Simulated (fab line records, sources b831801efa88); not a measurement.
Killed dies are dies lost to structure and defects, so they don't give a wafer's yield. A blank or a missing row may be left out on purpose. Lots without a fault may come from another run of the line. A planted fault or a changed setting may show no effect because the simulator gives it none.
fab line records | flow gf180mcu
record lots=5 wafers=15 last_day=32
route steps=602 shown V3@430 M4@456
lots that met no fault: from a run of the same line without faults
start_h: hours from the record's first day to the start of the lot's first wafer shown | wait_h: hours since the lot's step before | " the same as in the row above | L1.1+2: a row that stands for several wafers | - no value, or no start given | * or withheld: withheld | < > ~ a bound
route shown NAME@n: a module of which the file shows steps, and the number in the route of the first | usual: mean/standard deviation of fault-free wafers | same: alike in all rows | chamber/n: place in a boat | sites: the reading at each site | _std_site: their standard deviation | _edge_site: outer sites' mean less inner sites' | radius_mm: how far each site lies from the wafer's centre | mask NAME#n: copy n | behind: the tool/chamber that last shaped the wafer | hold: why the lot was held/for how many hours/how that ended | device: the transistor (n, p or np) that didn't switch | end of line: the same wafers' tests at the end of the route | a step without rows: its recipe alone | killed: dies lost to structure and defects at the first sort, not the wafer's yield | map: a wafer's dies, x killed, . not, _ none there
set.NAME: the setting as run; set.NAME@STEP: as run at that earlier step | model.NAME: the simulator's own value behind a step, which no gauge read
lots at some steps of the route; a table a step, a row a wafer
services: from which hour (start_h, from the record's first day; less than 0 if before it) a tool's chamber was out of use, for how many hours, and why
## steps
# step GF_V3_THK_MEAS_01
# recipe reads=SiO2_of_V3_CVD_00
# usual V3_CVD_00_THK=602/7
# columns lot.wafer tool chamber start_h wait_h V3_CVD_00_THK[nm]
L074.1 film_metro-01 - 486.63 0.0 593
L074.3 " - " " 592
L074.5 " - " " 592
L076.1 film_metro-03 - 507.06 0.0 609
L076.3 " - " " 614
L076.4 " - " " 603
L084.2 film_metro-03 - 577.05 0.0 605
L084.5 " - " " 611
L084.6 " - " " 615
L085.1 film_metro-01 - 581.68 0.0 602
L085.2 " - " " 597
L085.4 " - " " 595
L089.4 film_metro-03 - 617.11 0.0 610
L089.5 " - " " 604
L089.6 " - " " 606
# step GF_V3_CVD_02
# recipe material=SiO2 target_thk_nm=850 precursor=TEOS temp_c=400 time_s=94.851 rf_w=600
# usual heater_power_w=651/63
# columns lot.wafer tool chamber start_h wait_h heater_power_w since_wet_clean_h
L074.1 pecvd-03 1 486.69 0.1 650 312
L074.3 " 2 " " 722 312
L074.5 " 2 " " 574 -
L076.1 pecvd-01 2 507.12 0.1 580 749
L076.3 " 1 " " 652 749
L076.4 " 0 " " 614 -
L084.2 pecvd-02 0 577.10 0.0 671 611
L084.5 " 0 " " 542 -
L084.6 " 1 " " 649 -
L085.1 pecvd-02 1 581.74 0.1 644 615
L085.2 " 2 " " 596 615
L085.4 " 2 " " 618 -
L089.4 pecvd-02 2 617.18 0.1 490 -
L089.5 " 0 " " 624 -
L089.6 " 1 " " 671 -
# step GF_V3_THK_MEAS_03
# recipe reads=SiO2_of_V3_CVD_02
# usual V3_CVD_02_THK=847/13
# columns lot.wafer tool chamber start_h wait_h V3_CVD_02_THK[nm]
L074.1 film_metro-02 - 486.76 0.0 838
L074.3 " - " " 829
L074.5 " - " " 850
L076.1 film_metro-02 - 507.19 0.0 835
L076.3 " - " " 831
L076.4 " - " " 850
L084.2 film_metro-01 - 577.18 0.0 842
L084.5 " - " " 848
L084.6 " - " " 861
L085.1 film_metro-02 - 581.81 0.0 848
L085.2 " - " " 843
L085.4 " - " " 846
L089.4 film_metro-02 - 617.24 0.0 864
L089.5 " - " " 868
L089.6 " - " " 883
# step GF_V3_CMP_04
# recipe material=SiO2 down_force_psi=4 platen_rpm=60 pad_velocity_m_s=0.94248
# usual motor_current_A=12.5/1.2 time_to_endpoint_s=79/5.9
# columns lot.wafer tool chamber start_h wait_h motor_current_A time_to_endpoint_s
L074.1 cmp-02 0 486.82 0.1 12.3 78
L074.3 " 1 " " 12.7 71
L074.5 " 0 " " 11.8 80
L076.4 cmp-01 0 507.25 0.0 12.5 85
L076.1 " 2 " " 10.5 73
L076.3 " 3 " " 11.4 76
L084.2 cmp-01 0 577.33 0.1 12.0 78
L084.5 " 2 " " 11.8 78
L084.6 " 3 " " 11.7 89
L085.2 cmp-01 1 581.92 0.1 12.2 79
L085.1 " 2 " " 11.4 78
L085.4 " 3 " " 11.1 87
L089.4 cmp-02 0 617.32 0.1 12.1 80
L089.6 " 3 " " 14.7 97
L089.5 " 0 " " 12.2 84
# step GF_V3_BOW_MEAS_05
# recipe mode=bow
# usual V3_BOW=119/9.1
# columns lot.wafer tool chamber start_h wait_h V3_BOW[um]
L074.1 film_metro-02 - 487.12 0.2 127
L074.3 " - " " 135
L074.5 " - " " 129
L076.1 film_metro-03 - 507.55 0.1 109
L076.3 " - " " 109
L076.4 " - " " 108
L084.2 film_metro-03 - 577.55 0.2 132
L084.5 " - " " 124
L084.6 " - " " 125
L085.1 film_metro-02 - 582.17 0.1 120
L085.2 " - " " 113
L085.4 " - " " 121
L089.4 film_metro-02 - 617.63 0.3 127
L089.5 " - " " 121
L089.6 " - " " 128
# step GF_V3_DEHYDRATE_06
# recipe temp_c=200 time_s=60
# columns lot.wafer tool chamber start_h wait_h
L074.1+3+5 litho_track-01 0 498.30 11.2
L076.1+3+4 litho_track-03 0 518.40 10.8
L084.2+5+6 litho_track-02 0 587.33 9.8
L085.1+2+4 litho_track-03 0 592.55 10.4
L089.4+5+6 litho_track-02 0 627.48 9.8
# step GF_V3_HMDS_07
# recipe prime_time_s=60 prime_temp_c=120
# columns lot.wafer tool chamber start_h wait_h
L074.1+3+5 litho_track-01 0 498.45 0.1
L076.1+3+4 litho_track-03 0 518.55 0.1
L084.2+5+6 litho_track-02 0 587.48 0.1
L085.1+2+4 litho_track-03 0 592.70 0.1
L089.4+5+6 litho_track-02 0 627.63 0.1
# step GF_V3_COAT_08
# recipe resist=BARC temp_c=withheld time_s=withheld spin_rpm=withheld resist_thk_nm=withheld
# usual dispense_pressure_kPa=50.0/2.4
# columns lot.wafer tool chamber start_h wait_h dispense_pressure_kPa
L074.1 litho_track-01 0 498.60 0.1 48.4
L074.3 " 0 " " 48.4
L074.5 " 0 " " 48.5
L076.1 litho_track-03 0 518.70 0.1 48.1
L076.3 " 0 " " 48.2
L076.4 " 0 " " 48.1
L084.2 litho_track-02 0 587.63 0.1 53.5
L084.5 " 0 " " 53.4
L084.6 " 0 " " 53.4
L085.1 litho_track-03 0 592.85 0.1 48.1
L085.2 " 0 " " 48.1
L085.4 " 0 " " 48.2
L089.4 litho_track-02 0 627.78 0.1 53.5
L089.5 " 0 " " 53.4
L089.6 " 0 " " 53.4
# step GF_V3_COAT_09
# recipe resist=KrF spin_rpm=withheld resist_thk_nm=1000
# usual dispense_pressure_kPa=50.1/2.4
# columns lot.wafer tool chamber start_h wait_h dispense_pressure_kPa
L074.1 litho_track-01 0 - - 48.5
L074.3 " 0 " " 48.6
L074.5 " 0 " " 48.6
L076.1 litho_track-03 0 - - 48.1
L076.3 " 0 " " 48.1
L076.4 " 0 " " 48.1
L084.2 litho_track-02 0 - - 53.5
L084.5 " 0 " " 53.5
L084.6 " 0 " " 53.5
L085.1 litho_track-03 0 - - 48.1
L085.2 " 0 " " 48.1
L085.4 " 0 " " 48.1
L089.4 litho_track-02 0 - - 53.5
L089.5 " 0 " " 53.5
L089.6 " 0 " " 53.5
# step GF_V3_SOFTBAKE_10
# recipe temp_c=130 time_s=60 resist=KrF
# columns lot.wafer tool chamber start_h wait_h
L074.1+3+5 litho_track-01 0 - -
L076.1+3+4 litho_track-03 0 - -
L084.2+5+6 litho_track-02 0 - -
L085.1+2+4 litho_track-03 0 - -
L089.4+5+6 litho_track-02 0 - -
# step GF_V3_EXPOSE_11
# recipe mask_id=Via3 target_cd_nm=260 na=0.68 source_shape=conventional sigma_outer=0.6 dose_mj=38
# usual focus_offset_nm=-0.1/0.48
# columns lot.wafer tool chamber start_h wait_h mask focus_offset_nm
L074.1 krf_scanner-01 0 - - Via3#0 -0.8
L074.3 " 0 " " Via3#0 -0.5
L074.5 " 0 " " Via3#0 0.3
L076.1 krf_scanner-02 0 - - Via3#0 -1.4
L076.3 " 0 " " Via3#0 -0.3
L076.4 " 0 " " Via3#0 -0.3
L084.2 krf_scanner-01 0 - - Via3#0 -0.4
L084.5 " 0 " " Via3#0 -0.1
L084.6 " 0 " " Via3#0 0.0
L085.1 krf_scanner-02 0 - - Via3#0 -0.2
L085.2 " 0 " " Via3#0 0.3
L085.4 " 0 " " Via3#0 0.2
L089.4 krf_scanner-02 0 - - Via3#0 -0.5
L089.5 " 0 " " Via3#0 -0.4
L089.6 " 0 " " Via3#0 -0.3
# step GF_V3_PEB_12
# recipe peb_temp_c=135 peb_time_s=90 resist=KrF
# columns lot.wafer tool chamber start_h wait_h
L074.1+3+5 litho_track-01 0 - -
L076.1+3+4 litho_track-03 0 - -
L084.2+5+6 litho_track-02 0 - -
L085.1+2+4 litho_track-02 0 - -
L089.4+5+6 litho_track-02 0 - -
# step GF_V3_DEVELOP_13
# recipe develop_time_s=60 resist=KrF dev_temp_c=21
# usual developer_temp_C=21.00/0.099
# columns lot.wafer tool chamber start_h wait_h developer_temp_C
L074.1 litho_track-01 0 510.50 0.2 21.08
L074.3 " 0 " " 21.14
L074.5 " 0 " " 21.07
L076.1 litho_track-03 0 529.60 0.2 21.02
L076.3 " 0 " " 21.04
L076.4 " 0 " " 20.92
L084.2 litho_track-02 0 598.18 0.2 20.95
L084.5 " 0 " " 21.00
L084.6 " 0 " " 20.95
L085.1 litho_track-02 0 603.26 0.2 20.98
L085.2 " 0 " " 20.94
L085.4 " 0 " " 20.79
L089.4 litho_track-02 0 637.73 0.1 20.97
L089.5 " 0 " " 20.96
L089.6 " 0 " " 20.85
# step GF_V3_CD_MEAS_14
# recipe target_cd_nm=260
# usual cd_nm=259.3/1.2
# columns lot.wafer tool chamber start_h wait_h cd_nm
L074.1 cd_sem-01 - 510.65 0.1 261.7
L074.3 " - " " 260.6
L074.5 " - " " 261.6
L076.1 cd_sem-01 - 529.75 0.1 259.7
L076.3 " - " " 260.5
L076.4 " - " " 258.5
L084.2 cd_sem-01 - 598.33 0.1 261.0
L084.5 " - " " 260.0
L084.6 " - " " 260.0
L085.1 cd_sem-01 - 603.41 0.1 260.7
L085.2 " - " " 261.3
L085.4 " - " " 260.9
L089.4 cd_sem-01 - 637.86 0.1 259.3
L089.5 " - " " 258.8
L089.6 " - " " 257.9
# step GF_V3_OVL_MEAS_15
# usual V3_OVL=-4/5.8
# columns lot.wafer tool chamber start_h wait_h V3_OVL[nm]
L074.1 overlay-01 - 510.77 0.1 -2
L074.3 " - " " -7
L074.5 " - " " -1
L076.1 overlay-02 - 529.87 0.1 2
L076.3 " - " " 2
L076.4 " - " " -6
L084.2 overlay-01 - 598.43 0.1 1
L084.5 " - " " -3
L084.6 " - " " -3
L085.1 overlay-02 - 603.53 0.1 -6
L085.2 " - " " -5
L085.4 " - " " 0
L089.4 overlay-01 - 637.94 0.1 -10
L089.5 " - " " 2
L089.6 " - " " -2
# step GF_V3_ETCH_16
# recipe chemistry=N2/H2 target_depth_a=withheld overetch_a=withheld time_s=withheld target=BARC ion_energy_ev=200 source_w=500 bias_w=100 pressure_mtorr=30 n2_flow_sccm=100 h2_flow_sccm=200
# usual drypump_motor_current_A=5.5/0.36 oes_product_au=0.855/0.0048 throttle_valve_pct=13.225/0.0089
# columns lot.wafer tool chamber start_h wait_h drypump_motor_current_A oes_product_au throttle_valve_pct
L074.1 rie_diel-04 3 510.81 0.0 5.4 0.855 13.225
L074.3 " 1 " " 5.5 0.855 13.230
L074.5 " 1 " " 5.6 0.856 13.234
L076.1 rie_diel-02 0 529.90 0.0 5.5 0.855 13.217
L076.3 " 3 " " 5.3 0.850 13.223
L076.4 " 2 " " 4.9 0.854 13.210
L084.2 rie_diel-03 3 598.46 0.0 5.8 0.854 13.229
L084.5 " 2 " " 5.9 0.861 13.218
L084.6 " 1 " " 5.2 0.849 13.225
L085.1 rie_diel-03 2 603.56 0.0 5.9 0.854 13.233
L085.2 " 1 " " 5.2 0.849 13.237
L085.4 " 0 " " 6.0 0.854 13.219
L089.4 rie_diel-03 0 637.96 0.0 6.0 0.855 13.205
L089.5 " 1 " " 5.2 0.850 13.222
L089.6 " 0 " " 6.0 0.857 13.210
# step GF_V3_ETCH_17
# recipe chemistry=C4F8/O2/Ar mask_material=KrF target=SiO2 stop_on=TiN source_w=1500 bias_w=1200 pressure_mtorr=40 c4f8_flow_sccm=withheld O2_flow_sccm=6 Ar_flow_sccm=300 time_s=withheld target_depth_a=6350
# usual oes_product_au=0.855/0.0047
# columns lot.wafer tool chamber start_h wait_h oes_product_au
L074.1 rie_diel-04 3 - - 0.850
L074.3 " 1 " " 0.856
L074.5 " 1 " " 0.856
L076.1 rie_diel-02 0 - - 0.852
L076.3 " 3 " " 0.861
L076.4 " 2 " " 0.853
L084.2 rie_diel-03 3 - - 0.864
L084.5 " 2 " " 0.849
L084.6 " 1 " " 0.860
L085.1 rie_diel-03 2 - - 0.847
L085.2 " 1 " " 0.857
L085.4 " 0 " " 0.850
L089.4 rie_diel-03 0 - - 0.856
L089.5 " 1 " " 0.858
L089.6 " 0 " " 0.851
# step GF_V3_STRIP_18
# recipe chemistry=O2/N2 power_w=1400 pressure_mtorr=1500 platen_temp_c=250 o2_flow_sccm=3000 n2_flow_sccm=300 overash_fraction=0.5
# usual drypump_motor_current_A=5.7/0.51 heater_power_w=343/43 oes_product_au=0.594/0.005
# columns lot.wafer tool chamber start_h wait_h drypump_motor_current_A heater_power_w oes_product_au rf_hours_counter_h
L074.1 plasma_asher-04 0 510.94 - 5.2 313 0.601 86
L074.3 " 1 " " 5.4 381 0.582 -
L074.5 " 0 " " 5.2 316 0.593 -
L076.1 plasma_asher-02 0 530.03 - 5.8 361 0.593 41
L076.3 " 1 " " 6.3 423 0.595 -
L076.4 " 0 " " 5.8 361 0.584 -
L084.2 plasma_asher-04 1 598.59 - 5.4 385 0.593 96
L084.5 " 1 " " 5.4 373 0.597 -
L084.6 " 0 " " 5.1 319 0.591 -
L085.1 plasma_asher-02 1 603.69 - 6.3 418 0.596 49
L085.2 " 0 " " 5.8 354 0.599 49
L085.4 " 1 " " 6.3 412 0.589 -
L089.4 plasma_asher-03 1 638.12 - 5.2 285 0.594 -
L089.5 " 1 " " 5.2 287 0.592 -
L089.6 " 0 " " 6.4 325 0.593 -
# step GF_V3_STRIP_19
# recipe chemistry=post_etch_residue_remover time_s=1200 temp_c=72.5
# columns lot.wafer tool chamber start_h wait_h
L074.1+3+5 wet_bench-01 2 511.04 0.1
L076.1+3+4 wet_bench-02 3 530.13 0.1
L084.2+5+6 wet_bench-01 1 598.69 0.1
L085.1+2+4 wet_bench-02 3 603.79 0.1
L089.4+5+6 wet_bench-02 3 638.19 0.0
# step GF_V3_CLEAN_20
# recipe chemistry=DIW dry=n2_spin
# columns lot.wafer tool chamber start_h wait_h
L074.1+3+5 wet_bench-02 2 511.38 0.0
L076.1+3+4 wet_bench-01 2 530.47 0.0
L084.2+5+6 wet_bench-03 3 599.06 0.0
L085.1+2+4 wet_bench-03 0 604.13 0.0
L089.4+5+6 wet_bench-01 0 638.53 0.0
# step GF_V3_SPUTTER_21
# recipe material=Ti target_thk_nm=15 chamber_pressure_pa=5 power_w=2500 substrate_temp_c=200 time_s=80.02
# usual throttle_valve_pct=30.0/0.94
# columns lot.wafer tool chamber start_h wait_h throttle_valve_pct
L074.1 pvd_sputter-03 - 511.47 0.0 30.1
L074.3 " - " " 29.8
L074.5 " - " " 30.3
L076.1 pvd_sputter-01 - 530.57 0.0 30.0
L076.3 " - " " 28.4
L076.4 " - " " 29.4
L084.2 pvd_sputter-01 - 599.15 0.0 30.7
L084.5 " - " " 28.6
L084.6 " - " " 30.4
L085.1 pvd_sputter-04 - 604.22 0.0 28.5
L085.2 " - " " 29.9
L085.4 " - " " 30.4
L089.4 pvd_sputter-03 - 638.62 0.0 31.3
L089.5 " - " " 30.0
L089.6 " - " " 30.6
# step GF_V3_SPUTTER_22
# recipe material=TiN target_thk_nm=10 chamber_pressure_pa=5 power_w=4000 time_s=40
# usual throttle_valve_pct=30.0/0.96
# columns lot.wafer tool chamber start_h wait_h throttle_valve_pct
L074.1 pvd_sputter-03 - 511.53 0.0 30.2
L074.3 " - " " 29.8
L074.5 " - " " 30.8
L076.1 pvd_sputter-01 - 530.64 0.0 29.7
L076.3 " - " " 28.3
L076.4 " - " " 29.8
L084.2 pvd_sputter-01 - 599.22 0.0 30.5
L084.5 " - " " 28.2
L084.6 " - " " 29.9
L085.1 pvd_sputter-04 - 604.28 0.0 28.4
L085.2 " - " " 29.9
L085.4 " - " " 30.6
L089.4 pvd_sputter-03 - 638.68 0.0 31.3
L089.5 " - " " 30.1
L089.6 " - " " 30.7
# step GF_V3_CVD_23
# recipe material=W target_thk_nm=350 time_s=104.9 temp_c=400 pressure_torr=40
# usual heater_power_w=798/99
# columns lot.wafer tool chamber start_h wait_h heater_power_w since_wet_clean_h
L074.1 cvd_w-02 1 511.57 0.0 903 608
L074.3 " 0 " " 732 -
L074.5 " 0 " " 716 -
L076.1 cvd_w-02 0 530.67 0.0 754 627
L076.3 " 0 " " 733 -
L076.4 " 1 " " 906 -
L084.2 cvd_w-01 1 599.27 0.0 839 195
L084.5 " 0 " " 687 -
L084.6 " 1 " " 880 -
L085.1 cvd_w-01 1 604.32 0.0 890 200
L085.2 " 0 " " 666 200
L085.4 " 1 " " 890 -
L089.4 cvd_w-02 0 638.76 0.1 729 -
L089.5 " 0 " " 746 -
L089.6 " 1 " " 932 -
# step GF_V3_RS_MEAS_24
# recipe thk_meas_gauge=four-point-probe reads=W_of_V3_CVD_23+TiN_of_V3_SPUTTER_22+Ti_of_V3_SPUTTER_21
# usual V3_W_RS=0.327/0.0036
# columns lot.wafer tool chamber start_h wait_h V3_W_RS[ohm/sq]
L074.1 film_metro-03 - 511.68 0.1 0.330
L074.3 " - " " 0.336
L074.5 " - " " 0.333
L076.1 film_metro-03 - 530.79 0.1 0.333
L076.3 " - " " 0.335
L076.4 " - " " 0.333
L084.2 film_metro-03 - 599.40 0.1 0.320
L084.5 " - " " 0.322
L084.6 " - " " 0.325
L085.1 film_metro-01 - 604.44 0.1 0.323
L085.2 " - " " 0.325
L085.4 " - " " 0.326
L089.4 film_metro-01 - 638.90 0.1 0.330
L089.5 " - " " 0.330
L089.6 " - " " 0.324
# step GF_V3_THK_MEAS_25
# recipe thk_meas_gauge=xrf reads=W_of_V3_CVD_23
# usual V3_W_THK=356/5.5
# columns lot.wafer tool chamber start_h wait_h V3_W_THK[nm]
L074.1 film_metro-03 - 511.80 0.1 347
L074.3 " - " " 340
L074.5 " - " " 344
L076.1 film_metro-03 - 530.91 0.1 346
L076.3 " - " " 341
L076.4 " - " " 345
L084.2 film_metro-03 - 599.51 0.1 360
L084.5 " - " " 357
L084.6 " - " " 355
L085.1 film_metro-01 - 604.56 0.1 362
L085.2 " - " " 362
L085.4 " - " " 360
L089.4 film_metro-01 - 638.99 0.1 360
L089.5 " - " " 359
L089.6 " - " " 367
# step GF_V3_CMP_26
# recipe stop_on=SiO2 down_force_psi=3.5 platen_rpm=60 t_overpolish_s=15 target_thk_nm=0 pad_velocity_m_s=0.94248
# usual motor_current_A=11.1/0.94 overpolish_run_s=15.000/0.0079 time_to_endpoint_s=86/4.3
# columns lot.wafer tool chamber start_h wait_h motor_current_A overpolish_run_s time_to_endpoint_s
L074.3 cmp-01 1 511.96 0.1 11.2 15.001 80
L074.1 " 2 " " 10.2 14.994 82
L074.5 " 3 " " 10.5 15.010 85
L076.1 cmp-02 2 530.97 0.1 11.0 14.991 83
L076.3 " 3 " " 13.5 15.010 86
L076.4 " 0 " " 11.7 15.005 82
L084.2 cmp-01 0 599.61 0.1 11.1 15.015 86
L084.6 " 3 " " 10.7 15.002 85
L084.5 " 0 " " 11.1 14.991 87
L085.2 cmp-01 0 604.62 0.0 11.0 14.977 89
L085.4 " 1 " " 11.0 14.999 82
L085.1 " 3 " " 10.5 14.987 86
L089.4 cmp-01 3 639.12 0.1 10.8 14.998 90
L089.5 " 1 " " 11.3 14.998 81
L089.6 " 2 " " 10.1 14.996 83
# step GF_M4_SPUTTER_00
# recipe material=Ti target_thk_nm=37.5 arriving_ion_energy_ev=80 substrate_temp_c=200 chamber_pressure_pa=2 power_w=4000 time_s=150
# usual throttle_valve_pct=29.7/0.96
# columns lot.wafer tool chamber start_h wait_h throttle_valve_pct
L074.1 pvd_sputter-01 - 512.16 0.1 30.2
L074.3 " - " " 29.5
L074.5 " - " " 30.0
L076.1 pvd_sputter-02 - 531.27 0.2 28.0
L076.3 " - " " 28.1
L076.4 " - " " 28.5
L084.2 pvd_sputter-02 - 599.86 0.2 28.5
L084.5 " - " " 29.5
L084.6 " - " " 30.6
L085.1 pvd_sputter-01 - 604.92 0.1 28.6
L085.2 " - " " 29.6
L085.4 " - " " 30.0
L089.4 pvd_sputter-02 - 639.32 0.1 30.8
L089.5 " - " " 28.4
L089.6 " - " " 29.4
# step GF_M4_SPUTTER_01
# recipe material=TiN target_thk_nm=30 power_w=6500 time_s=25 chamber_pressure_pa=0.4
# usual throttle_valve_pct=29.7/0.95
# columns lot.wafer tool chamber start_h wait_h throttle_valve_pct
L074.1 pvd_sputter-01 - 512.26 0.1 30.2
L074.3 " - " " 29.3
L074.5 " - " " 29.9
L076.1 pvd_sputter-02 - 531.37 0.1 28.3
L076.3 " - " " 28.4
L076.4 " - " " 28.5
L084.2 pvd_sputter-02 - 599.96 0.1 28.3
L084.5 " - " " 29.3
L084.6 " - " " 30.3
L085.1 pvd_sputter-01 - 605.03 0.1 28.2
L085.2 " - " " 29.5
L085.4 " - " " 30.1
L089.4 pvd_sputter-02 - 639.42 0.1 30.6
L089.5 " - " " 28.2
L089.6 " - " " 29.8
# step GF_M4_SPUTTER_02
# recipe material=AlCu target_thk_nm=450 power_w=10600 time_s=23.9 chamber_pressure_pa=0.4
# usual throttle_valve_pct=29.7/0.96
# columns lot.wafer tool chamber start_h wait_h throttle_valve_pct
L074.1 pvd_sputter-01 - 512.29 0.0 29.9
L074.3 " - " " 29.6
L074.5 " - " " 30.1
L076.1 pvd_sputter-02 - 531.40 0.0 28.1
L076.3 " - " " 28.1
L076.4 " - " " 28.0
L084.2 pvd_sputter-02 - 599.99 0.0 28.3
L084.5 " - " " 29.6
L084.6 " - " " 30.5
L085.1 pvd_sputter-01 - 605.06 0.0 28.2
L085.2 " - " " 29.5
L085.4 " - " " 30.1
L089.4 pvd_sputter-02 - 639.45 0.0 30.4
L089.5 " - " " 28.3
L089.6 " - " " 29.5
# step GF_M4_SPUTTER_03
# recipe material=Ti target_thk_nm=10 substrate_temp_c=300 chamber_pressure_pa=0.3 power_w=3000 time_s=6.7
# usual throttle_valve_pct=29.7/0.97
# columns lot.wafer tool chamber start_h wait_h throttle_valve_pct
L074.1 pvd_sputter-01 - 512.32 0.0 29.8
L074.3 " - " " 29.6
L074.5 " - " " 30.0
L076.1 pvd_sputter-02 - 531.43 0.0 28.1
L076.3 " - " " 28.5
L076.4 " - " " 28.6
L084.2 pvd_sputter-02 - 600.02 0.0 28.3
L084.5 " - " " 29.5
L084.6 " - " " 30.5
L085.1 pvd_sputter-01 - 605.10 0.0 28.2
L085.2 " - " " 29.7
L085.4 " - " " 30.0
L089.4 pvd_sputter-02 - 639.48 0.0 30.5
L089.5 " - " " 28.6
L089.6 " - " " 29.5
# step GF_M4_SPUTTER_04
# recipe material=TiN target_thk_nm=50 power_w=6500 time_s=41.7 chamber_pressure_pa=0.4
# usual throttle_valve_pct=29.7/0.96
# columns lot.wafer tool chamber start_h wait_h throttle_valve_pct
L074.1 pvd_sputter-01 - 512.34 0.0 30.1
L074.3 " - " " 29.6
L074.5 " - " " 30.1
L076.1 pvd_sputter-02 - 531.45 0.0 28.4
L076.3 " - " " 28.1
L076.4 " - " " 28.4
L084.2 pvd_sputter-02 - 600.04 0.0 28.6
L084.5 " - " " 29.5
L084.6 " - " " 30.6
L085.1 pvd_sputter-01 - 605.12 0.0 28.2
L085.2 " - " " 29.5
L085.4 " - " " 29.7
L089.4 pvd_sputter-02 - 639.50 0.0 30.3
L089.5 " - " " 28.3
L089.6 " - " " 29.3
# step GF_M4_RS_MEAS_05
# recipe thk_meas_gauge=four-point-probe reads=TiN_of_M4_SPUTTER_04+Ti_of_M4_SPUTTER_03+AlCu_of_M4_SPUTTER_02+TiN_of_M4_SPUTTER_01+Ti_of_M4_SPUTTER_00
# usual M4_ALCU_RS=0.0697/0.00084
# columns lot.wafer tool chamber start_h wait_h M4_ALCU_RS[ohm/sq]
L074.1 film_metro-02 - 512.38 0.0 0.0700
L074.3 " - " " 0.0699
L074.5 " - " " 0.0706
L076.1 film_metro-01 - 531.49 0.0 0.0717
L076.3 " - " " 0.0704
L076.4 " - " " 0.0704
L084.2 film_metro-04 - 600.10 0.0 0.0704
L084.5 " - " " 0.0701
L084.6 " - " " 0.0696
L085.1 film_metro-02 - 605.16 0.0 0.0688
L085.2 " - " " 0.0692
L085.4 " - " " 0.0692
L089.4 film_metro-02 - 639.60 0.1 0.0682
L089.5 " - " " 0.0691
L089.6 " - " " 0.0691
# step GF_M4_THK_MEAS_06
# recipe thk_meas_gauge=xrf reads=AlCu_of_M4_SPUTTER_02
# usual M4_ALCU_THK=448/6.1
# columns lot.wafer tool chamber start_h wait_h M4_ALCU_THK[nm]
L074.1 film_metro-02 - 512.50 0.1 451
L074.3 " - " " 448
L074.5 " - " " 446
L076.1 film_metro-01 - 531.61 0.1 434
L076.3 " - " " 443
L076.4 " - " " 443
L084.2 film_metro-04 - 600.21 0.1 443
L084.5 " - " " 445
L084.6 " - " " 449
L085.1 film_metro-02 - 605.28 0.1 454
L085.2 " - " " 451
L085.4 " - " " 450
L089.4 film_metro-02 - 639.69 0.1 459
L089.5 " - " " 455
L089.6 " - " " 454
# step GF_M4_DEHYDRATE_07
# recipe temp_c=200 time_s=60
# columns lot.wafer tool chamber start_h wait_h
L074.1+3+5 litho_track-01 0 523.20 10.7
L076.1+3+4 litho_track-03 0 542.25 10.6
L084.2+5+6 litho_track-01 0 609.88 9.7
L085.1+2+4 litho_track-04 0 615.19 9.9
L089.4+5+6 litho_track-04 0 649.16 9.5
# step GF_M4_HMDS_08
# recipe prime_time_s=60 prime_temp_c=120
# columns lot.wafer tool chamber start_h wait_h
L074.1+3+5 litho_track-01 0 523.35 0.1
L076.1+3+4 litho_track-03 0 542.40 0.1
L084.2+5+6 litho_track-01 0 610.03 0.1
L085.1+2+4 litho_track-04 0 615.34 0.1
L089.4+5+6 litho_track-04 0 649.31 0.1
# step GF_M4_COAT_09
# recipe resist=KrF spin_rpm=withheld resist_thk_nm=1000
# usual dispense_pressure_kPa=51/3.3
# columns lot.wafer tool chamber start_h wait_h dispense_pressure_kPa
L074.1 litho_track-01 0 523.50 0.1 49
L074.3 " 0 " " 49
L074.5 " 0 " " 49
L076.1 litho_track-03 0 542.55 0.1 48
L076.3 " 0 " " 48
L076.4 " 0 " " 48
L084.2 litho_track-01 0 610.18 0.1 49
L084.5 " 0 " " 49
L084.6 " 0 " " 49
L085.1 litho_track-04 0 615.49 0.1 55
L085.2 " 0 " " 55
L085.4 " 0 " " 55
L089.4 litho_track-04 0 649.46 0.1 55
L089.5 " 0 " " 55
L089.6 " 0 " " 55
# step GF_M4_SOFTBAKE_10
# recipe temp_c=130 time_s=60 resist=KrF
# columns lot.wafer tool chamber start_h wait_h
L074.1+3+5 litho_track-01 0 523.65 0.1
L076.1+3+4 litho_track-03 0 542.70 0.1
L084.2+5+6 litho_track-01 0 610.33 0.1
L085.1+2+4 litho_track-04 0 615.64 0.1
L089.4+5+6 litho_track-04 0 649.61 0.1
# step GF_M4_EXPOSE_11
# recipe mask_id=Metal4 target_cd_nm=280 na=0.68 source_shape=conventional sigma_outer=0.6 dose_mj=28
# usual focus_offset_nm=0.0/0.49
# columns lot.wafer tool chamber start_h wait_h mask focus_offset_nm
L074.1 krf_scanner-02 0 - - Metal4#0 -0.1
L074.3 " 0 " " Metal4#0 0.5
L074.5 " 0 " " Metal4#0 0.1
L076.1 krf_scanner-01 0 - - Metal4#0 -0.5
L076.3 " 0 " " Metal4#0 0.5
L076.4 " 0 " " Metal4#0 -0.3
L084.2 krf_scanner-01 0 - - Metal4#0 1.1
L084.5 " 0 " " Metal4#0 0.0
L084.6 " 0 " " Metal4#0 0.4
L085.1 krf_scanner-02 0 - - Metal4#0 0.0
L085.2 " 0 " " Metal4#0 0.1
L085.4 " 0 " " Metal4#0 -0.1
L089.4 krf_scanner-01 0 - - Metal4#0 -0.1
L089.5 " 0 " " Metal4#0 0.0
L089.6 " 0 " " Metal4#0 -0.1
# step GF_M4_PEB_12
# recipe peb_temp_c=135 peb_time_s=90 resist=KrF
# columns lot.wafer tool chamber start_h wait_h
L074.1+3+5 litho_track-01 0 - -
L076.1+3+4 litho_track-03 0 - -
L084.2+5+6 litho_track-01 0 - -
L085.1+2+4 litho_track-03 0 - -
L089.4+5+6 litho_track-04 0 - -
## services
# columns tool chamber start_h hours kind
krf_scanner-01 - 464.69 4.4 repair
krf_scanner-02 - 465.41 0.6 repair
pvd_sputter-03 - 474.38 5.7 repair
cmp-01 - 478.38 0.2 repair
cmp-01 - 481.09 0.7 repair
rie_diel-03 3 482.61 14.6 repair
krf_scanner-02 - 484.63 4.4 pm
krf_scanner-01 - 489.00 0.8 pm
pvd_sputter-01 - 494.22 2.5 repair
cmp-02 - 527.63 0.4 repair
krf_scanner-02 - 541.63 1.3 pm
cmp-01 - 546.60 1.9 repair
pvd_sputter-02 - 546.71 1.0 repair
krf_scanner-01 - 568.25 0.9 repair
pecvd-02 - 568.25 5.5 pm
krf_scanner-01 - 589.26 1.0 pm
pvd_sputter-02 - 595.48 3.9 repair
krf_scanner-02 - 603.88 0.8 pm
krf_scanner-01 - 611.60 0.3 repair
rie_diel-03 3 612.08 10.1 repair
krf_scanner-01 - 617.72 1.3 pm
krf_scanner-02 - 619.02 1.0 pm
pvd_sputter-01 - 625.71 1.8 repair
cmp-01 - 636.80 0.5 repair
## key
fault none
